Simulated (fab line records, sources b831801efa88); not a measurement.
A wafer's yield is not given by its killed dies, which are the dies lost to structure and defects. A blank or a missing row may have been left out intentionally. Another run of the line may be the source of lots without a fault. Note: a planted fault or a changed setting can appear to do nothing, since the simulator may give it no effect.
fab line records | flow sky130
record: lots: 7 | wafers: 21 | last-day: 50
route steps=708 shown METAL5@680 PASSIVATION@681
lots untouched by any fault: they come from a run of this same line in which no faults occurred
start-h: hours from the record's opening day to when the first of the lot's shown wafers began | wait-h: how many hours have passed since the lot's step before this one | " repeats the value in the row above | L1.1+2: a row that stands for several wafers | - value missing, or start not given | * or withheld: withheld | < > ~ a bound
route shown NAME@n: names a module that has steps shown in the file, with the first one's number in the route | usual: mean/standard deviation taken from wafers without a fault | same: alike in all rows | chamber/n: place in a boat | sites: the reading at each site | _std_site: the standard deviation of these | _edge_site: outer sites' mean less inner sites' | radius-mm: for every site, how far away it sits from the centre of the wafer | mask NAME#n: copy n | behind: tool/chamber where the wafer was last shaped | hold: why the lot went on hold/how many hours it stayed there/how the hold came to an end | device: the transistor (n, p or np) that didn't switch | end of line: the same wafers' tests at the end of the route | for a step that has no rows: nothing shown but its recipe | killed: at the first sort, the dies lost to defects and structure; wafer yield is something else | map: a wafer's dies, marking killed ones x, the rest . and places with no die _
set.NAME: the run value of the setting; set.NAME@STEP: its run value at that earlier step | model.NAME: the simulator's own value behind a step, which no gauge read
lots at selected steps of the route; one table per step, one row per wafer
services: from which hour (start-h, from the record's first day; less than 0 if before it) a tool's chamber was out of use, for how many hours, and why
== steps ==
step: SKY_METAL5_CLEAN_19
recipe: chemistry: O3/DIW | dry: n2-spin
step: SKY_PASSIVATION_CVD_00
recipe: material: SiO2 | target-thk-nm: 90 | temp-c: 400 | time-s: withheld | rf-w: 600
usual: heater-power-w: 628/85 | susceptor-temp-C: 400.05/0.23
lot.wafer | tool     | chamber | start-h | wait-h | heater-power-w | susceptor-temp-C
L672.1    | pecvd-02 | 2       | 1044.93 | 0.0    | 606            | 399.83
L672.5    | "        | 2       | "       | "      | 623            | 399.94
L672.6    | "        | 0       | "       | "      | 614            | 400.19
L674.3    | pecvd-01 | 0       | 1052.11 | 0.0    | 607            | 400.28
L674.5    | "        | 2       | "       | "      | 652            | 399.87
L674.6    | "        | 0       | "       | "      | 628            | 399.94
L686.1    | pecvd-02 | 1       | 1123.59 | 0.0    | 574            | 400.24
L686.3    | "        | 2       | "       | "      | 621            | 400.39
L686.5    | "        | 1       | "       | "      | 588            | 399.66
L687.1    | pecvd-02 | 2       | 1130.25 | 0.0    | 620            | 400.50
L687.2    | "        | 0       | "       | "      | 620            | 399.88
L687.3    | "        | 1       | "       | "      | 484            | 400.13
L688.2    | pecvd-02 | 1       | 1136.18 | 0.0    | 594            | 400.29
L688.3    | "        | 0       | "       | "      | 657            | 400.15
L688.4    | "        | 1       | "       | "      | 610            | 399.52
L694.4    | pecvd-03 | 2       | 1168.54 | 0.0    | 775            | 400.41
L694.5    | "        | 0       | "       | "      | 768            | 400.13
L694.6    | "        | 1       | "       | "      | 458            | 399.66
L695.1    | pecvd-02 | 0       | 1173.03 | 0.0    | 636            | 399.75
L695.2    | "        | 1       | "       | "      | 605            | 399.76
L695.5    | "        | 2       | "       | "      | 614            | 400.18
step: SKY_PASSIVATION_THK_MEAS_01
recipe: reads: SiO2_of_PASSIVATION_CVD_00
usual: PASSIVATION_CVD_00_THK: 90.1/1.1
lot.wafer | tool          | chamber | start-h | wait-h | PASSIVATION_CVD_00_THK[nm]
L672.1    | film-metro-02 | -       | 1044.95 | -      | 89.2
L672.5    | "             | -       | "       | "      | 90.1
L672.6    | "             | -       | "       | "      | 91.0
L674.3    | film-metro-02 | -       | 1052.15 | -      | 90.2
L674.5    | "             | -       | "       | "      | 93.4
L674.6    | "             | -       | "       | "      | 91.7
L686.1    | film-metro-01 | -       | 1123.61 | -      | 89.5
L686.3    | "             | -       | "       | "      | 87.8
L686.5    | "             | -       | "       | "      | 90.9
L687.1    | film-metro-03 | -       | 1130.27 | -      | 88.1
L687.2    | "             | -       | "       | "      | 89.4
L687.3    | "             | -       | "       | "      | 89.4
L688.2    | film-metro-03 | -       | 1136.22 | -      | 90.1
L688.3    | "             | -       | "       | "      | 90.8
L688.4    | "             | -       | "       | "      | 92.1
L694.4    | film-metro-03 | -       | 1168.58 | -      | 91.5
L694.5    | "             | -       | "       | "      | 90.8
L694.6    | "             | -       | "       | "      | 89.8
L695.1    | film-metro-02 | -       | 1173.06 | -      | 88.7
L695.2    | "             | -       | "       | "      | 89.5
L695.5    | "             | -       | "       | "      | 89.2
step: SKY_PASSIVATION_CVD_02
recipe: material: Si3N4 | target-thk-nm: 540 | temp-c: 400 | time-s: withheld | rf-w: 450
usual: heater-power-w: 685/110 | susceptor-temp-C: 400.03/0.23
lot.wafer | tool     | chamber | start-h | wait-h | heater-power-w | susceptor-temp-C
L672.1    | pecvd-01 | 2       | 1045.01 | 0.1    | 690            | 399.98
L672.5    | "        | 2       | "       | "      | 723            | 400.07
L672.6    | "        | 1       | "       | "      | 635            | 399.60
L674.3    | pecvd-03 | 0       | 1052.19 | 0.0    | 875            | 400.25
L674.5    | "        | 0       | "       | "      | 723            | 400.12
L674.6    | "        | 2       | "       | "      | 816            | 400.35
L686.1    | pecvd-03 | 2       | 1123.67 | 0.1    | 742            | 399.71
L686.3    | "        | 1       | "       | "      | 527            | 399.71
L686.5    | "        | 0       | "       | "      | 868            | 400.05
L687.1    | pecvd-03 | 1       | 1130.33 | 0.1    | 519            | 400.12
L687.2    | "        | 0       | "       | "      | 857            | 400.04
L687.3    | "        | 2       | "       | "      | 707            | 400.33
L688.2    | pecvd-01 | 1       | 1136.27 | 0.0    | 669            | 400.57
L688.3    | "        | 0       | "       | "      | 588            | 400.09
L688.4    | "        | 1       | "       | "      | 668            | 400.12
L694.4    | pecvd-02 | 0       | 1168.73 | 0.1    | 596            | 399.77
L694.5    | "        | 1       | "       | "      | 541            | 400.27
L694.6    | "        | 2       | "       | "      | 695            | 399.86
L695.1    | pecvd-03 | 0       | 1173.12 | 0.1    | 864            | 400.03
L695.2    | "        | 2       | "       | "      | 829            | 399.84
L695.5    | "        | 1       | "       | "      | 522            | 399.58
step: SKY_PASSIVATION_THK_MEAS_03
recipe: reads: Si3N4_of_PASSIVATION_CVD_02
usual: PASSIVATION_CVD_02_THK: 540/6.4
lot.wafer | tool          | chamber | start-h | wait-h | PASSIVATION_CVD_02_THK[nm]
L672.1    | film-metro-02 | -       | 1045.24 | -      | 535
L672.5    | "             | -       | "       | "      | 539
L672.6    | "             | -       | "       | "      | 534
L674.3    | film-metro-03 | -       | 1052.55 | -      | 544
L674.5    | "             | -       | "       | "      | 552
L674.6    | "             | -       | "       | "      | 544
L686.1    | film-metro-03 | -       | 1123.89 | -      | 529
L686.3    | "             | -       | "       | "      | 530
L686.5    | "             | -       | "       | "      | 535
L687.1    | film-metro-02 | -       | 1130.56 | -      | 540
L687.2    | "             | -       | "       | "      | 529
L687.3    | "             | -       | "       | "      | 538
L688.2    | film-metro-02 | -       | 1136.51 | -      | 533
L688.3    | "             | -       | "       | "      | 543
L688.4    | "             | -       | "       | "      | 540
L694.4    | film-metro-02 | -       | 1168.87 | -      | 547
L694.5    | "             | -       | "       | "      | 544
L694.6    | "             | -       | "       | "      | 548
L695.1    | film-metro-02 | -       | 1173.34 | -      | 529
L695.2    | "             | -       | "       | "      | 530
L695.5    | "             | -       | "       | "      | 542
step: SKY_PASSIVATION_DEHYDRATE_04
recipe: temp-c: 200 | time-s: 60
step: SKY_PASSIVATION_HMDS_05
recipe: prime-time-s: 60 | prime-temp-c: 120
step: SKY_PASSIVATION_COAT_06
recipe: spin-rpm: 2000 | resist-thk-nm: 3000
step: SKY_PASSIVATION_SOFTBAKE_07
recipe: temp-c: 110 | time-s: withheld
step: SKY_PASSIVATION_EXPOSE_08
recipe: mask-id: NSM | target-cd-nm: 3000 | na: 0.57 | dose-mj: 260
step: SKY_PASSIVATION_PEB_09
recipe: temp-c: 115 | time-s: withheld
step: SKY_PASSIVATION_DEVELOP_10
recipe: develop-time-s: 60 | dev-temp-c: 23
step: SKY_PASSIVATION_ETCH_11
recipe: chemistry: CF4/O2 | target-depth-nm: 725 | stop-on: AlCu | source-w: 800 | bias-w: 150 | pressure-mtorr: 150 | cf4-flow-sccm: 80 | O2_flow_sccm: 10 | time-s: 161.1
usual: O2_flow_sccm: 10.000/0.026 | bias-w: 150.0/0.4 | cf4-flow-sccm: 80.03/0.23 | drypump-motor-current-A: 5.9/0.54 | oes-product-au: 0.978/0.0067 | throttle-valve-pct: 5.965/0.0094
lot.wafer | tool        | chamber | start-h | wait-h | O2_flow_sccm | bias-w | cf4-flow-sccm | drypump-motor-current-A | oes-product-au | rf-hours-counter-h | throttle-valve-pct | model.coat_of_PASSIVATION_COAT_06.thk-nm
L672.1    | rie-diel-02 | 3       | 1066.07 | -      | 10.019       | 150.1  | 79.85         | 6.1                     | 0.982          | 18                 | 5.972              | 2505
L672.5    | "           | 0       | "       | "      | 9.981        | 149.8  | 79.98         | 6.3                     | 0.976          | -                  | 5.971              | 2503
L672.6    | "           | 3       | "       | "      | 10.044       | 149.9  | 80.00         | 6.2                     | 0.981          | -                  | 5.955              | 2507
L674.3    | rie-diel-01 | 0       | 1073.07 | -      | 10.025       | 149.8  | 80.05         | 5.8                     | 0.979          | 18                 | 5.966              | 2514
L674.5    | "           | 3       | "       | "      | 10.034       | 149.9  | 79.52         | 5.0                     | 0.991          | -                  | 5.982              | 2512
L674.6    | "           | 0       | "       | "      | 10.020       | 149.9  | 79.75         | 5.8                     | 0.989          | -                  | 5.977              | 2516
L686.1    | rie-diel-01 | 2       | 1142.87 | -      | -            | -      | -             | -                       | -              | -                  | -                  | 2996
L686.3    | "           | 3       | "       | "      | -            | -      | -             | -                       | -              | -                  | -                  | 3005
L686.5    | "           | 1       | "       | "      | -            | -      | -             | -                       | -              | -                  | -                  | 2996
L687.1    | rie-diel-03 | 0       | 1149.07 | -      | -            | -      | -             | -                       | -              | -                  | -                  | 2994
L687.2    | "           | 2       | "       | "      | -            | -      | -             | -                       | -              | -                  | -                  | 2990
L687.3    | "           | 1       | "       | "      | -            | -      | -             | -                       | -              | -                  | -                  | 2993
L688.2    | rie-diel-01 | 2       | 1154.73 | -      | -            | -      | -             | -                       | -              | -                  | -                  | 3001
L688.3    | "           | 1       | "       | "      | -            | -      | -             | -                       | -              | -                  | -                  | 2994
L688.4    | "           | 0       | "       | "      | -            | -      | -             | -                       | -              | -                  | -                  | 2993
L694.4    | rie-diel-02 | 2       | 1184.97 | -      | 9.990        | 149.4  | 79.91         | 5.9                     | 0.984          | 14                 | 5.953              | 2527
L694.5    | "           | 1       | "       | "      | 10.027       | 149.9  | 80.18         | 6.6                     | 0.985          | -                  | 5.979              | 2522
L694.6    | "           | 2       | "       | "      | 9.985        | 149.0  | 80.08         | 5.8                     | 0.984          | -                  | 5.974              | 2525
L695.1    | rie-diel-02 | 2       | 1189.83 | -      | 10.037       | 150.1  | 79.71         | 5.9                     | 0.971          | 14                 | 5.960              | 2537
L695.2    | "           | 3       | "       | "      | 9.981        | 149.9  | 80.11         | 6.2                     | 0.969          | 23                 | 5.964              | 2539
L695.5    | "           | 3       | "       | "      | 9.997        | 149.9  | 80.02         | 6.2                     | 0.977          | -                  | 5.965              | 2538
step: SKY_PASSIVATION_STRIP_12
recipe: chemistry: O2/N2 | power-w: 1400 | pressure-mtorr: 1500 | platen-temp-c: withheld | overash-fraction: 0.7 | o2-flow-sccm: 3000 | n2-flow-sccm: 300
usual: drypump-motor-current-A: 5.73/0.17 | oes-product-au: 0.661/0.0046 | strip-time-to-endpoint-s: 31.52/0.14
same: overash-fraction: 0.7
lot.wafer | tool            | chamber | start-h | wait-h | drypump-motor-current-A | oes-product-au | rf-hours-counter-h | strip-time-to-endpoint-s
L672.1    | plasma-asher-03 | 1       | 1066.18 | 0.1    | 5.39                    | 0.662          | 31                 | 31.38
L672.5    | "               | 1       | "       | "      | 5.39                    | 0.664          | -                  | 31.37
L672.6    | "               | 0       | "       | "      | 5.86                    | 0.662          | -                  | 31.40
L674.3    | plasma-asher-03 | 0       | 1073.21 | 0.1    | 5.90                    | 0.655          | -                  | 31.48
L674.5    | "               | 1       | "       | "      | 5.38                    | 0.668          | -                  | 31.46
L674.6    | "               | 0       | "       | "      | 5.85                    | 0.657          | -                  | 31.51
L686.1    | plasma-asher-02 | 0       | 1142.98 | 0.1    | 5.61                    | 0.657          | 98                 | 36.94
L686.3    | "               | 1       | "       | "      | 5.88                    | 0.669          | -                  | 37.03
L686.5    | "               | 1       | "       | "      | 5.90                    | 0.674          | -                  | 36.90
L687.1    | plasma-asher-03 | 1       | 1149.18 | 0.1    | 5.44                    | 0.666          | 39                 | 36.90
L687.2    | "               | 0       | "       | "      | 5.88                    | 0.664          | 39                 | 36.84
L687.3    | "               | 1       | "       | "      | 5.39                    | 0.667          | -                  | 36.88
L688.2    | plasma-asher-02 | 1       | 1154.84 | 0.1    | 5.89                    | 0.666          | 99                 | 36.97
L688.3    | "               | 0       | "       | "      | 5.62                    | 0.662          | -                  | 36.90
L688.4    | "               | 1       | "       | "      | 5.88                    | 0.659          | -                  | 36.89
L694.4    | plasma-asher-04 | 0       | 1185.11 | 0.1    | 5.75                    | 0.662          | -                  | 31.66
L694.5    | "               | 0       | "       | "      | 5.75                    | 0.666          | -                  | 31.58
L694.6    | "               | 1       | "       | "      | 5.88                    | 0.660          | -                  | 31.62
L695.1    | plasma-asher-04 | 0       | 1189.94 | 0.1    | 5.75                    | 0.663          | 12                 | 31.77
L695.2    | "               | 1       | "       | "      | 5.86                    | 0.666          | 12                 | 31.78
L695.5    | "               | 1       | "       | "      | 5.84                    | 0.664          | -                  | 31.76
== services ==
tool            | chamber | start-h | hours | kind
rie-diel-01     | -       | 1028.10 | 4.2   | repair
rie-diel-01     | 1       | 1053.00 | 20.2  | repair
plasma-asher-04 | -       | 1055.25 | 9.0   | pm
plasma-asher-04 | 0       | 1055.25 | 9.0   | vent-cycle
plasma-asher-04 | 1       | 1055.25 | 9.0   | vent-cycle
rie-diel-01     | -       | 1056.77 | 2.8   | pm
plasma-asher-04 | 0       | 1064.25 | -     | clean
pecvd-02        | 1       | 1079.35 | 5.5   | scheduled-down
plasma-asher-02 | -       | 1081.60 | 10.9  | repair
rie-diel-02     | -       | 1090.71 | 2.8   | pm
plasma-asher-02 | -       | 1094.85 | 2.6   | repair
plasma-asher-04 | -       | 1094.92 | 4.0   | repair
rie-diel-03     | 2       | 1115.20 | 13.1  | repair
pecvd-01        | -       | 1123.21 | 2.7   | repair
pecvd-01        | -       | 1128.81 | 2.8   | pm
pecvd-02        | 2       | 1135.63 | 5.5   | scheduled-down
rie-diel-02     | 3       | 1137.21 | 10.0  | repair
pecvd-02        | -       | 1164.85 | 1.5   | repair
plasma-asher-02 | -       | 1174.41 | 0.9   | repair
plasma-asher-03 | -       | 1176.09 | 1.8   | repair
pecvd-01        | 0       | 1177.93 | 9.9   | repair
rie-diel-01     | -       | 1181.90 | 0.4   | repair
rie-diel-02     | -       | 1181.94 | 0.3   | repair
pecvd-02        | 1       | 1184.39 | 4.0   | repair
== key ==
first-sign: step: SKY_PASSIVATION_ETCH_11 | reading: tool-record | direction: missing
effect: step: SKY_PASSIVATION_STRIP_12 | reading: strip-time-to-endpoint-s | direction: up | sigmas: 39 | usual: * | struck: *
model-effect: step: SKY_PASSIVATION_ETCH_11 | value: coat_of_PASSIVATION_COAT_06.thk-nm | without: 2511 | struck: 2996
met-at SKY_PASSIVATION_ETCH_11
struck-wafers L686.1,L686.3,L686.5,L687.1,L687.2,L687.3,L688.2,L688.3,L688.4
later-rows-left-out L686.1,L686.3,L686.5,L687.1,L687.2,L687.3,L688.2,L688.3,L688.4
sort-left-out L686.1,L686.3,L686.5,L687.1,L687.2,L687.3,L688.2,L688.3,L688.4
onset-between 1073.07 1142.87
fault: kind: skipped-step-whole | tool: rie-diel-01,rie-diel-03 | chamber: - | onset-h: 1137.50 | steps: SKY_PASSIVATION_ETCH_11 | scope: struck-lots-only
sort-left-out: the simulated sort isn't trusted on such a fault, so these wafers' sort isn't shown, and their yield isn't known
later-rows-left-out: the simulator's readings of these wafers behind a module that went badly wrong aren't trusted and aren't shown, but for the sort
